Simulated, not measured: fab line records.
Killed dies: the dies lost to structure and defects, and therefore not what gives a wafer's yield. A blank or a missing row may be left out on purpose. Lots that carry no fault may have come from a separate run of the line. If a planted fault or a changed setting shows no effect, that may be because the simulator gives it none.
fab line records	flow sky130
[record] lots = 13	wafers = 39	lastDay = 50
route steps=708 shown FIELD_ISO@18 PWDE@54 PAD_OPEN@708
lots that met no fault: from a run of the same line without faults
startH: the number of hours between the record's first day and the start of the first shown wafer of the lot	waitH: how many hours have passed since the lot's step before this one	" repeats the value in the row above	L1.1+2: one row covering several wafers at once	- no value, or no start was given	* or withheld: withheld	< > ~ a bound
route shown NAME@n: names a module that has steps shown in the file, with the first one's number in the route	usual: mean/standard deviation taken from wafers without a fault	same: alike in all rows	chamber/n: place in a boat	sites: each site's reading	_std_site: how widely they spread, as a standard deviation	_edge_site: mean of outer sites minus mean of inner sites	radiusMm: how far each site lies from the wafer's centre	mask NAME#n: copy n	behind: tool/chamber where the wafer was last shaped	hold: why the lot went on hold/how many hours it stayed there/how the hold came to an end	device: the transistor (n, p or np) that didn't switch	end of line: tests of these same wafers at the route's end	step lacking rows: just its recipe	killed: count of dies lost to structure and defects at first sort (not the wafer's yield)	map: a wafer's dies, marking killed ones x, the rest . and places with no die _
set.NAME: the setting that was run; set.NAME@STEP: the one run at that earlier step	model.NAME: the simulator's own value behind a step, which no gauge read
a sample of lots followed through the steps of the route, with each step as a table and each wafer as a row
services: from which hour (startH, from the record's first day; less than 0 if before it) a tool's chamber was out of use, for how many hours, and why
[[steps]]
[step SKY_FIELD_ISO_ETCH_17]
[recipe] targetDepthA = 3420	maskMaterial = Si3N4	chemistry = HBr/Cl2/O2	target = Si	taperDeg = 5	icpW = 600	biasW = 150	pressureMtorr = 15	HBr_flow_sccm = 150	Cl2_flow_sccm = 40	O2_flow_sccm = 6	timeS = 97.7
[usual] HBr_flow_sccm = 150.0/0.44	drypumpMotorCurrentA = 5.7/0.3	oesProductAu = 0.994/0.014	runLengthS = 125.7/0.47	throttleValvePct = 25.660/0.013
lot.wafer	tool	chamber	startH	waitH	HBr_flow_sccm	drypumpMotorCurrentA	oesProductAu	rfHoursCounterH	runLengthS	throttleValvePct
L611.2	rieSi-01	1	34.36	0.1	149.5	5.4	0.997	70	126.1	25.664
L611.5	"	0	"	"	150.2	6.0	1.011	-	125.5	25.632
L611.6	"	3	"	"	150.4	6.2	0.995	-	125.1	25.654
L613.2	rieSi-02	0	46.76	0.1	149.9	5.5	0.998	71	125.8	25.641
L613.3	"	1	"	"	149.8	5.5	0.972	62	125.9	25.673
L613.5	"	3	"	"	150.2	5.4	0.981	-	126.3	25.683
L615.2	rieSi-01	2	54.39	0.1	150.5	6.0	0.998	3	126.2	25.647
L615.3	"	0	"	"	150.5	6.0	1.004	7	125.4	25.646
L615.4	"	3	"	"	150.9	6.3	0.993	127	125.1	25.660
L616.1	rieSi-02	0	63.31	0.1	149.6	5.5	1.000	71	125.4	25.652
L616.3	"	1	"	"	150.9	5.5	0.981	62	126.4	25.667
L616.6	"	2	"	"	149.6	5.8	1.014	-	125.4	25.650
L617.3	rieSi-01	3	66.83	0.0	149.7	6.2	0.998	127	125.4	25.663
L617.4	"	1	"	"	149.2	5.4	0.991	71	125.5	25.658
L617.6	"	0	"	"	150.6	6.0	1.008	-	125.6	25.653
L618.1	rieSi-02	0	70.23	0.1	149.9	5.5	1.006	72	125.6	25.653
L618.2	"	1	"	"	149.7	5.5	0.969	62	126.3	25.664
L618.5	"	0	"	"	150.0	5.5	1.002	-	125.8	25.666
L619.3	rieSi-01	2	76.53	0.0	150.2	6.0	0.996	3	126.3	25.641
L619.4	"	0	"	"	150.2	6.0	1.008	8	125.3	25.653
L619.6	"	1	"	"	149.7	5.4	0.981	-	125.5	25.661
L622.2	rieSi-02	3	90.76	0.1	150.7	5.4	0.980	38	126.2	25.675
L622.4	"	1	"	"	149.8	5.5	0.983	62	125.9	25.668
L622.6	"	3	"	"	149.7	5.4	0.974	-	125.9	25.671
L624.1	rieSi-01	0	102.93	0.1	149.5	6.0	1.006	8	126.0	25.653
L624.2	"	3	"	"	150.5	6.2	0.984	127	125.2	25.657
L624.3	"	2	"	"	150.2	6.0	0.997	3	126.3	25.664
L627.1	rieSi-02	3	118.06	0.1	150.3	5.4	0.971	38	126.0	25.671
L627.2	"	1	"	"	150.1	5.5	0.990	63	126.1	25.674
L627.4	"	2	"	"	149.3	5.8	1.006	74	125.8	25.654
L628.1	rieSi-01	3	122.63	0.1	149.9	6.2	0.999	127	125.0	25.657
L628.3	"	1	"	"	150.2	5.4	1.001	71	125.9	25.647
L628.4	"	2	"	"	150.9	6.0	0.997	3	126.4	25.672
L629.1	rieSi-01	3	130.44	0.1	149.9	6.2	1.007	127	124.9	25.653
L629.3	"	2	"	"	150.1	6.0	0.994	3	126.5	25.655
L629.6	"	2	"	"	149.7	6.0	0.997	-	126.2	25.663
L633.1	rieSi-02	2	152.81	0.1	149.9	5.8	1.005	74	125.2	25.664
L633.2	"	0	"	"	150.5	5.5	1.011	72	125.7	25.659
L633.6	"	2	"	"	149.9	5.9	0.993	-	125.3	25.663
[step SKY_FIELD_ISO_WET_ETCH_30]
[recipe] chemistry = dHF	targetDepthNm = 25	target = SiO2	dilution = 10:1	tempC = 25	timeS = 50
[usual] runLengthS = 78.8/2.8
lot.wafer	tool	chamber	startH	waitH	runLengthS
L611.2	wetBench-04	0	46.90	0.0	76.5
L611.5	"	0	"	"	76.5
L611.6	"	0	"	"	76.5
L613.2	wetBench-01	2	51.31	0.0	80.6
L613.3	"	2	"	"	80.6
L613.5	"	2	"	"	80.6
L615.2	wetBench-01	0	59.94	0.0	78.2
L615.3	"	0	"	"	78.2
L615.4	"	0	"	"	78.2
L616.1	wetBench-01	1	67.36	0.0	77.8
L616.3	"	1	"	"	77.8
L616.6	"	1	"	"	77.8
L617.3	wetBench-04	2	71.21	0.0	76.5
L617.4	"	2	"	"	76.5
L617.6	"	2	"	"	76.5
L618.1	wetBench-04	1	75.79	0.0	75.8
L618.2	"	1	"	"	75.8
L618.5	"	1	"	"	75.8
L619.3	wetBench-01	1	85.41	0.0	79.4
L619.4	"	1	"	"	79.4
L619.6	"	1	"	"	79.4
L622.2	wetBench-04	0	96.18	0.0	76.5
L622.4	"	0	"	"	76.5
L622.6	"	0	"	"	76.5
L624.1	wetBench-04	2	112.14	0.0	82.6
L624.2	"	2	"	"	82.6
L624.3	"	2	"	"	82.6
L628.1	wetBench-01	1	133.26	0.0	103.6
L628.3	"	1	"	"	103.6
L628.4	"	1	"	"	103.6
L627.1	wetBench-01	0	133.68	0.0	102.1
L627.2	"	0	"	"	102.1
L627.4	"	0	"	"	102.1
L629.1	wetBench-03	0	137.94	0.0	82.8
L629.3	"	0	"	"	82.8
L629.6	"	0	"	"	82.8
L633.1	wetBench-03	1	158.77	0.0	83.0
L633.2	"	1	"	"	83.0
L633.6	"	1	"	"	83.0
[step SKY_PWDE_STRIP_09]
[recipe] chemistry = O2/N2	powerW = 1400	pressureMtorr = 1500	platenTempC = withheld	o2FlowSccm = 3000	n2FlowSccm = 300	overashFraction = 0.5
[usual] drypumpMotorCurrentA = 5.6/0.44	oesProductAu = 0.723/0.0047	stripTimeToEndpointS = 36.91/0.12
lot.wafer	tool	chamber	startH	waitH	drypumpMotorCurrentA	oesProductAu	rfHoursCounterH	stripTimeToEndpointS
L611.2	plasmaAsher-03	0	81.25	0.1	6.0	0.725	41	36.79
L611.5	"	0	"	"	6.0	0.713	-	36.71
L611.6	"	1	"	"	5.0	0.721	-	36.71
L613.2	plasmaAsher-03	0	86.29	0.1	6.0	0.721	42	37.04
L613.3	"	0	"	"	6.0	0.726	-	37.06
L613.5	"	1	"	"	5.0	0.729	-	36.96
L615.2	plasmaAsher-03	0	95.64	0.1	6.0	0.726	43	36.88
L615.3	"	1	"	"	5.0	0.724	-	36.97
L615.4	"	0	"	"	6.0	0.722	-	37.00
L616.1	plasmaAsher-02	1	102.44	0.1	5.4	0.710	29	36.89
L616.3	"	1	"	"	5.4	0.724	-	36.76
L616.6	"	0	"	"	6.0	0.726	-	36.85
L617.3	plasmaAsher-02	1	108.92	0.1	5.4	0.730	-	36.87
L617.4	"	0	"	"	6.0	0.727	-	36.92
L617.6	"	1	"	"	5.4	0.723	-	36.92
L618.1	plasmaAsher-01	0	115.35	0.1	4.9	0.720	45	37.14
L618.2	"	1	"	"	5.8	0.720	45	37.03
L618.5	"	1	"	"	5.8	0.727	-	37.02
L619.3	plasmaAsher-02	0	124.58	0.1	6.0	0.723	-	37.01
L619.4	"	1	"	"	5.4	0.721	-	36.89
L619.6	"	0	"	"	6.0	0.725	-	37.09
L622.2	plasmaAsher-02	1	134.15	0.1	5.4	0.721	33	37.00
L622.4	"	1	"	"	5.4	0.720	-	36.94
L622.6	"	1	"	"	5.4	0.718	-	36.94
L624.1	plasmaAsher-03	1	156.08	0.1	5.0	0.721	51	37.01
L624.2	"	0	"	"	6.0	0.718	51	37.05
L624.3	"	1	"	"	5.0	0.718	-	36.96
L628.1	plasmaAsher-03	0	177.05	0.1	6.0	0.717	53	36.88
L628.3	"	1	"	"	4.9	0.726	-	36.89
L628.4	"	0	"	"	6.0	0.719	-	36.89
L627.1	plasmaAsher-02	1	177.69	0.1	5.5	0.740	37	36.56
L627.2	"	0	"	"	6.0	0.716	37	36.78
L627.4	"	0	"	"	6.0	0.722	-	36.67
L629.1	plasmaAsher-01	0	181.43	0.1	4.9	0.721	52	36.90
L629.3	"	1	"	"	5.8	0.723	-	36.80
L629.6	"	1	"	"	5.8	0.720	-	36.82
L633.1	plasmaAsher-02	0	205.19	0.1	6.0	0.718	40	36.79
L633.2	"	1	"	"	5.4	0.718	40	36.82
L633.6	"	1	"	"	5.4	0.711	-	36.69
[step SKY_PWDE_TW_MEAS_10]
[usual] PWDE_TW = 377/3.4
lot.wafer	tool	chamber	startH	waitH	PWDE_TW
L611.2	filmMetro-03	-	81.36	0.1	380
L611.5	"	-	"	"	383
L611.6	"	-	"	"	382
L613.2	filmMetro-04	-	86.40	0.1	376
L613.3	"	-	"	"	377
L613.5	"	-	"	"	376
L615.2	filmMetro-02	-	95.75	0.1	374
L615.3	"	-	"	"	373
L615.4	"	-	"	"	377
L616.1	filmMetro-03	-	102.54	0.1	379
L616.3	"	-	"	"	378
L616.6	"	-	"	"	377
L617.3	filmMetro-04	-	109.01	0.1	378
L617.4	"	-	"	"	378
L617.6	"	-	"	"	377
L618.1	filmMetro-03	-	115.45	0.1	377
L618.2	"	-	"	"	379
L618.5	"	-	"	"	380
L619.3	filmMetro-02	-	124.67	0.1	376
L619.4	"	-	"	"	376
L619.6	"	-	"	"	375
L622.2	filmMetro-02	-	134.26	0.1	378
L622.4	"	-	"	"	377
L622.6	"	-	"	"	376
L624.1	filmMetro-03	-	156.18	0.1	375
L624.2	"	-	"	"	376
L624.3	"	-	"	"	376
L628.1	filmMetro-04	-	177.15	0.1	382
L628.3	"	-	"	"	382
L628.4	"	-	"	"	383
L627.1	filmMetro-04	-	177.79	0.1	380
L627.2	"	-	"	"	381
L627.4	"	-	"	"	382
L629.1	filmMetro-04	-	181.53	0.1	381
L629.3	"	-	"	"	383
L629.6	"	-	"	"	382
L633.1	filmMetro-02	-	205.29	0.1	372
L633.2	"	-	"	"	374
L633.6	"	-	"	"	374
[step SKY_PAD_OPEN_PROBE_99]
[usual] killed_at_M0_to_M3 = 45/7.5	killed_at_M4_up = 2.8/1.9	killedAtContacts = 25/5.5	killedAtFrontEnd = 14/4	killedAtOther = 0.3/0.75	killedDies = 87/9.4	killedOpen = 47/6.6	killedShort = 39/6.6
[same] grossDies = 492	killedAtBackSide = 0
lot.wafer	tool	chamber	startH	waitH	killed_at_M0_to_M3	killed_at_M4_up	killedAtContacts	killedAtFrontEnd	killedAtOther	killedDies	killedOpen	killedShort
L611.2	prober-01	-	1094.11	0.1	49	5	24	15	0	93	53	39
L611.5	prober-01	-	1094.26	0.2	57	2	20	26	0	105	59	46
L611.6	prober-01	-	1094.31	0.2	53	3	27	8	0	91	50	41
L613.2	prober-01	-	1106.73	0.1	31	5	28	10	0	74	43	30
L613.3	prober-01	-	1106.78	0.2	42	5	11	11	0	69	37	32
L613.5	prober-01	-	1106.88	0.2	44	2	17	17	0	80	38	42
L615.2	prober-01	-	1111.42	0.1	54	4	30	10	0	98	45	53
L615.3	prober-01	-	1111.47	0.2	45	4	31	13	0	93	53	40
L615.4	prober-01	-	1111.52	0.2	42	4	31	17	0	94	54	40
L616.1	prober-02	-	1115.06	0.1	55	0	20	15	0	90	48	42
L616.3	prober-02	-	1115.16	0.2	63	4	29	12	0	108	61	47
L616.6	prober-02	-	1115.31	0.2	55	3	23	17	0	98	56	42
L617.3	prober-01	-	1122.26	0.2	36	5	24	12	0	77	44	33
L617.4	prober-01	-	1122.31	0.2	34	4	20	22	0	80	40	40
L617.6	prober-01	-	1122.41	0.2	45	4	19	10	1	79	44	35
L618.1	prober-02	-	1133.43	0.1	48	4	29	19	0	100	61	39
L618.2	prober-02	-	1133.48	0.1	38	5	23	19	0	85	48	37
L618.5	prober-02	-	1133.63	0.2	58	4	22	16	1	101	48	53
L619.3	prober-02	-	1139.73	0.2	46	2	20	13	0	81	46	35
L619.4	prober-02	-	1139.78	0.2	38	1	26	14	0	79	47	32
L619.6	prober-02	-	1139.88	0.2	50	3	29	18	0	100	54	46
L622.2	prober-02	-	1160.37	0.1	47	3	34	10	0	94	51	43
L622.4	prober-02	-	1160.47	0.2	45	1	18	7	0	71	44	27
L622.6	prober-02	-	1160.57	0.2	40	1	20	11	0	72	37	35
L624.1	prober-01	-	1171.23	0.1	35	1	28	19	0	83	51	32
L624.2	prober-01	-	1171.28	0.1	55	5	31	12	0	103	64	39
L624.3	prober-01	-	1171.33	0.2	51	2	29	12	0	94	47	47
L628.1	prober-01	-	1184.88	0.1	45	2	24	12	0	83	49	34
L628.3	prober-01	-	1184.98	0.2	57	1	26	12	0	96	62	34
L628.4	prober-01	-	1185.03	0.2	39	1	23	15	0	78	45	33
L627.1	prober-02	-	1188.07	0.1	46	0	17	18	1	82	45	37
L627.2	prober-02	-	1188.12	0.1	45	5	20	13	0	83	41	42
L627.4	prober-02	-	1188.22	0.2	47	1	16	7	0	71	42	29
L629.1	prober-01	-	1189.52	0.1	44	7	27	12	0	90	54	36
L629.3	prober-01	-	1189.62	0.2	47	5	21	12	1	86	50	36
L629.6	prober-01	-	1189.77	0.2	32	4	21	13	1	71	39	32
L633.1	prober-02	-	1207.51	0.1	56	6	24	11	0	97	49	48
L633.2	prober-02	-	1207.56	0.1	35	2	25	17	1	80	39	41
L633.6	prober-02	-	1207.76	0.2	51	4	33	16	0	104	51	53
// killed by level:class
L611.2 VIA1:geometricParticle:open=15 CONTACT:geometricParticle:open=11 VIA2:geometricParticle:open=7 CONTACT:geometricParticle:short=6 METAL1:geometricParticle:short=6 POLY_GATE:geometricParticle:short=5 METAL2:geometricParticle:short=5 VIA3:geometricParticle:open=5
L611.5 VIA1:geometricParticle:open=12 CONTACT:geometricParticle:open=9 METAL1:geometricParticle:short=9 FIELD_ISO:geometricParticle:open=8 VIA2:geometricParticle:open=8 FIELD_ISO:geometricParticle:short=7 LI_CONTACT:geometricParticle:open=7 VIA3:geometricParticle:open=6
L611.6 VIA1:geometricParticle:open=16 LI_CONTACT:geometricParticle:open=9 CONTACT:geometricParticle:open=7 METAL1:geometricParticle:short=7 LOCAL_INTERCONNECT:geometricParticle:short=6 METAL2:geometricParticle:short=5 VIA3:geometricParticle:open=5 VIA1:geometricParticle:short=4
L613.2 CONTACT:geometricParticle:open=11 LI_CONTACT:geometricParticle:open=6 METAL2:geometricParticle:short=6 LOCAL_INTERCONNECT:geometricParticle:short=5 VIA1:geometricParticle:open=5 LOCAL_INTERCONNECT:geometricParticle:open=4 VIA2:geometricParticle:open=4 VIA3:geometricParticle:short=4
L613.3 VIA1:geometricParticle:open=11 METAL2:geometricParticle:short=8 FIELD_ISO:geometricParticle:open=5 LI_CONTACT:geometricParticle:open=5 VIA2:geometricParticle:open=5 METAL4:geometricParticle:short=4 VIA3:geometricParticle:short=4 CONTACT:geometricParticle:open=3
L613.5 VIA1:geometricParticle:open=8 POLY_GATE:geometricParticle:short=6 METAL1:geometricParticle:short=6 VIA2:geometricParticle:open=6 VIA3:geometricParticle:open=5 CONTACT:geometricParticle:open=5 LOCAL_INTERCONNECT:geometricParticle:short=5 LI_CONTACT:geometricParticle:open=4
L615.2 CONTACT:geometricParticle:open=14 METAL1:geometricParticle:short=10 VIA1:geometricParticle:open=9 METAL2:geometricParticle:short=8 LI_CONTACT:geometricParticle:open=5 VIA1:geometricParticle:short=5 VIA2:geometricParticle:open=5 VIA3:geometricParticle:short=5
L615.3 CONTACT:geometricParticle:open=11 VIA1:geometricParticle:open=10 LOCAL_INTERCONNECT:geometricParticle:short=8 LI_CONTACT:geometricParticle:open=7 VIA3:geometricParticle:open=7 VIA2:geometricParticle:open=7 VIA1:geometricParticle:short=5 CONTACT:geometricParticle:short=4
L615.4 CONTACT:geometricParticle:open=14 VIA1:geometricParticle:open=12 VIA2:geometricParticle:open=7 CONTACT:geometricParticle:short=6 METAL1:geometricParticle:short=5 FIELD_ISO:geometricParticle:open=4 SPACER:geometricParticle:short=4 LI_CONTACT:geometricParticle:open=4
L616.1 VIA1:geometricParticle:open=15 METAL2:geometricParticle:short=9 CONTACT:geometricParticle:open=7 VIA2:geometricParticle:short=6 FIELD_ISO:geometricParticle:open=5 LI_CONTACT:geometricParticle:open=5 CONTACT:geometricParticle:short=5 VIA2:geometricParticle:open=5
L616.3 VIA1:geometricParticle:open=18 CONTACT:geometricParticle:open=9 VIA1:geometricParticle:short=9 METAL2:geometricParticle:short=7 VIA3:geometricParticle:open=7 LI_CONTACT:geometricParticle:open=6 METAL1:geometricParticle:short=6 LOCAL_INTERCONNECT:geometricParticle:short=6
L616.6 VIA2:geometricParticle:open=12 VIA1:geometricParticle:open=11 METAL1:geometricParticle:short=10 CONTACT:geometricParticle:open=8 VIA3:geometricParticle:open=7 POLY_GATE:geometricParticle:open=5 FIELD_ISO:geometricParticle:short=4 METAL3:geometricParticle:short=4
L617.3 LI_CONTACT:geometricParticle:open=8 VIA1:geometricParticle:open=8 CONTACT:geometricParticle:open=6 VIA2:geometricParticle:open=6 VIA3:geometricParticle:open=6 FIELD_ISO:geometricParticle:short=4 CONTACT:geometricParticle:short=4 METAL2:geometricParticle:short=4
L617.4 FIELD_ISO:geometricParticle:short=12 VIA1:geometricParticle:open=11 LI_CONTACT:geometricParticle:open=6 CONTACT:geometricParticle:short=6 CONTACT:geometricParticle:open=6 VIA3:geometricParticle:short=4 VIA3:geometricParticle:open=4 METAL4:geometricParticle:short=3
L617.6 VIA1:geometricParticle:open=9 CONTACT:geometricParticle:open=8 METAL1:geometricParticle:short=7 VIA3:geometricParticle:open=7 METAL1:geometricParticle:open=6 LI_CONTACT:geometricParticle:open=4 METAL2:geometricParticle:short=4 CONTACT:geometricParticle:short=4
L618.1 VIA1:geometricParticle:open=12 LI_CONTACT:geometricParticle:open=12 VIA2:geometricParticle:open=8 POLY_GATE:geometricParticle:open=7 CONTACT:geometricParticle:open=7 METAL1:geometricParticle:short=6 CONTACT:geometricParticle:short=5 VIA3:geometricParticle:open=5
L618.2 CONTACT:geometricParticle:open=10 VIA1:geometricParticle:open=9 VIA2:geometricParticle:open=7 LI_CONTACT:geometricParticle:open=6 POLY_GATE:geometricParticle:short=6 METAL2:geometricParticle:short=5 METAL3:geometricParticle:short=5 POLY_GATE:geometricParticle:open=4
L618.5 VIA1:geometricParticle:open=12 METAL2:geometricParticle:short=11 METAL1:geometricParticle:short=8 VIA1:geometricParticle:short=8 POLY_GATE:geometricParticle:short=6 CONTACT:geometricParticle:open=6 LI_CONTACT:geometricParticle:open=6 VIA3:geometricParticle:open=5
L619.3 METAL2:geometricParticle:short=9 VIA3:geometricParticle:open=9 CONTACT:geometricParticle:open=8 VIA1:geometricParticle:open=8 VIA2:geometricParticle:open=6 LI_CONTACT:geometricParticle:open=5 FIELD_ISO:geometricParticle:open=4 METAL1:geometricParticle:short=4
L619.4 CONTACT:geometricParticle:open=14 VIA1:geometricParticle:open=10 CONTACT:geometricParticle:short=5 VIA2:geometricParticle:short=5 VIA2:geometricParticle:open=5 POLY_GATE:geometricParticle:open=4 LI_CONTACT:geometricParticle:open=4 POLY_GATE:geometricParticle:short=3
L619.6 LI_CONTACT:geometricParticle:open=10 CONTACT:geometricParticle:open=10 METAL2:geometricParticle:short=9 VIA2:geometricParticle:open=8 FIELD_ISO:geometricParticle:short=7 VIA1:geometricParticle:open=7 VIA3:geometricParticle:open=7 POLY_GATE:geometricParticle:open=5
L622.2 LI_CONTACT:geometricParticle:open=11 VIA1:geometricParticle:open=10 CONTACT:geometricParticle:open=10 CONTACT:geometricParticle:short=8 VIA2:geometricParticle:open=7 METAL2:geometricParticle:short=6 VIA1:geometricParticle:short=5 METAL1:geometricParticle:short=4
L622.4 VIA1:geometricParticle:open=12 VIA3:geometricParticle:open=8 LI_CONTACT:geometricParticle:open=6 VIA2:geometricParticle:open=6 CONTACT:geometricParticle:open=6 VIA1:geometricParticle:short=5 CONTACT:geometricParticle:short=4 METAL1:geometricParticle:short=4
L622.6 VIA1:geometricParticle:open=12 CONTACT:geometricParticle:open=9 POLY_GATE:geometricParticle:open=5 METAL1:geometricParticle:short=5 VIA1:geometricParticle:short=5 POLY_GATE:geometricParticle:short=4 LI_CONTACT:geometricParticle:open=4 LOCAL_INTERCONNECT:geometricParticle:short=4
L624.1 LI_CONTACT:geometricParticle:open=8 FIELD_ISO:geometricParticle:open=7 CONTACT:geometricParticle:open=7 VIA1:geometricParticle:open=6 VIA2:geometricParticle:open=5 LOCAL_INTERCONNECT:geometricParticle:short=5 CONTACT:geometricParticle:short=4 METAL1:geometricParticle:short=4
L624.2 VIA1:geometricParticle:open=12 CONTACT:geometricParticle:open=12 VIA2:geometricParticle:open=10 VIA1:geometricParticle:short=9 LI_CONTACT:geometricParticle:open=6 POLY_GATE:geometricParticle:open=4 LOCAL_INTERCONNECT:geometricParticle:short=4 CONTACT:geometricParticle:short=4
L624.3 VIA1:geometricParticle:open=11 LI_CONTACT:geometricParticle:open=8 CONTACT:geometricParticle:short=8 METAL1:geometricParticle:short=8 VIA1:geometricParticle:short=8 METAL2:geometricParticle:short=8 CONTACT:geometricParticle:open=7 LOCAL_INTERCONNECT:geometricParticle:short=5
L628.1 VIA1:geometricParticle:open=10 CONTACT:geometricParticle:open=10 VIA1:geometricParticle:short=8 CONTACT:geometricParticle:short=6 METAL2:geometricParticle:short=6 FIELD_ISO:geometricParticle:open=5 POLY_GATE:geometricParticle:open=5 METAL1:geometricParticle:short=5
L628.3 VIA1:geometricParticle:open=21 VIA3:geometricParticle:open=11 VIA1:geometricParticle:short=9 LI_CONTACT:geometricParticle:open=8 CONTACT:geometricParticle:open=7 POLY_GATE:geometricParticle:open=5 CONTACT:geometricParticle:short=4 LOCAL_INTERCONNECT:geometricParticle:short=4
L628.4 CONTACT:geometricParticle:open=11 VIA1:geometricParticle:open=10 VIA2:geometricParticle:open=6 POLY_GATE:geometricParticle:open=5 LI_CONTACT:geometricParticle:short=5 METAL1:geometricParticle:short=5 VIA3:geometricParticle:open=5 POLY_GATE:geometricParticle:short=4
L627.1 VIA1:geometricParticle:open=15 FIELD_ISO:geometricParticle:short=6 METAL1:geometricParticle:short=6 POLY_GATE:geometricParticle:open=5 LOCAL_INTERCONNECT:geometricParticle:short=5 CONTACT:geometricParticle:open=5 VIA2:geometricParticle:open=5 LI_CONTACT:geometricParticle:open=4
L627.2 VIA1:geometricParticle:open=8 VIA1:geometricParticle:short=8 LI_CONTACT:geometricParticle:open=7 VIA3:geometricParticle:open=7 METAL1:geometricParticle:short=6 CONTACT:geometricParticle:open=5 VIA2:geometricParticle:open=5 FIELD_ISO:geometricParticle:open=4
L627.4 VIA1:geometricParticle:open=12 VIA1:geometricParticle:short=9 LI_CONTACT:geometricParticle:open=8 VIA3:geometricParticle:open=6 METAL2:geometricParticle:short=5 METAL1:geometricParticle:short=4 VIA2:geometricParticle:open=4 CONTACT:geometricParticle:open=3
L629.1 CONTACT:geometricParticle:open=9 VIA3:geometricParticle:open=9 LI_CONTACT:geometricParticle:open=8 VIA1:geometricParticle:open=8 VIA1:geometricParticle:short=6 METAL4:geometricParticle:short=5 VIA2:geometricParticle:open=5 FIELD_ISO:geometricParticle:short=4
L629.3 VIA1:geometricParticle:open=13 CONTACT:geometricParticle:open=12 VIA3:geometricParticle:open=10 VIA1:geometricParticle:short=8 METAL1:geometricParticle:short=4 VIA2:geometricParticle:open=4 SPACER:geometricParticle:open=3 CONTACT:geometricParticle:short=3
L629.6 CONTACT:geometricParticle:open=8 VIA3:geometricParticle:open=7 LI_CONTACT:geometricParticle:open=6 VIA1:geometricParticle:open=5 CONTACT:geometricParticle:short=5 POLY_GATE:geometricParticle:open=4 METAL1:geometricParticle:short=4 VIA1:geometricParticle:short=4
L633.1 VIA1:geometricParticle:open=10 VIA2:geometricParticle:open=10 VIA1:geometricParticle:short=8 METAL2:geometricParticle:short=7 CONTACT:geometricParticle:open=6 VIA3:geometricParticle:open=6 LI_CONTACT:geometricParticle:open=5 METAL1:geometricParticle:short=4
L633.2 CONTACT:geometricParticle:open=8 FIELD_ISO:geometricParticle:open=7 LI_CONTACT:geometricParticle:open=6 LOCAL_INTERCONNECT:geometricParticle:short=6 METAL2:geometricParticle:short=6 METAL1:geometricParticle:short=5 CONTACT:geometricParticle:short=4 VIA1:geometricParticle:open=4
L633.6 LI_CONTACT:geometricParticle:open=14 METAL2:geometricParticle:short=13 CONTACT:geometricParticle:open=10 VIA1:geometricParticle:open=9 VIA3:geometricParticle:open=6 VIA1:geometricParticle:short=5 POLY_GATE:geometricParticle:short=5 LI_CONTACT:geometricParticle:short=5
[[services]]
tool	chamber	startH	hours	kind
wetBench-03	-	48.62	11.6	repair
rieSi-02	-	65.35	0.1	repair
rieSi-01	3	77.29	2.2	repair
rieSi-01	2	85.59	4.8	repair
wetBench-03	-	114.58	1.1	repair
plasmaAsher-02	-	117.20	2.8	pm
rieSi-01	1	128.92	2.2	repair
plasmaAsher-01	-	141.50	1.6	repair
rieSi-02	3	179.80	1.1	repair
rieSi-01	2	182.95	6.9	repair
rieSi-01	-	185.88	6.0	repair
rieSi-01	3	187.05	8.1	repair
rieSi-01	3	195.17	-	clean
rieSi-01	3	195.17	18.9	scheduledDown
rieSi-01	3	195.17	18.9	ventCycle
rieSi-02	3	199.26	5.6	repair
[[key]]
[firstSign] step = SKY_FIELD_ISO_WET_ETCH_30	reading = runLengthS	direction = up	sigmas = 8.5	usual = *	struck = *
effect none on later readings
metAt SKY_FIELD_ISO_WET_ETCH_30
struckLots L627,L628
testerLeftOut L627,L628
notActingAt SKY_FIELD_ISO_ETCH_17,SKY_PWDE_STRIP_09,SKY_PWDE_TW_MEAS_10
onsetBetween 85.41 133.26
[fault] kind = processParameterDrift	tool = wetBench-01	chamber = -	onsetH = 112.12	steps = SKY_FIELD_ISO_WET_ETCH_30	channel = timeS	offset = *	shape = step	endH = 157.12	actsIn = *	stated = *
// testerLeftOut: of these lots the tester's yield and bins aren't shown, on N5 and GAA mostly nor the transistor test; their killed dies are dies lost to structure and defects alone, not to doping, threshold or leakage, so they don't give the yield
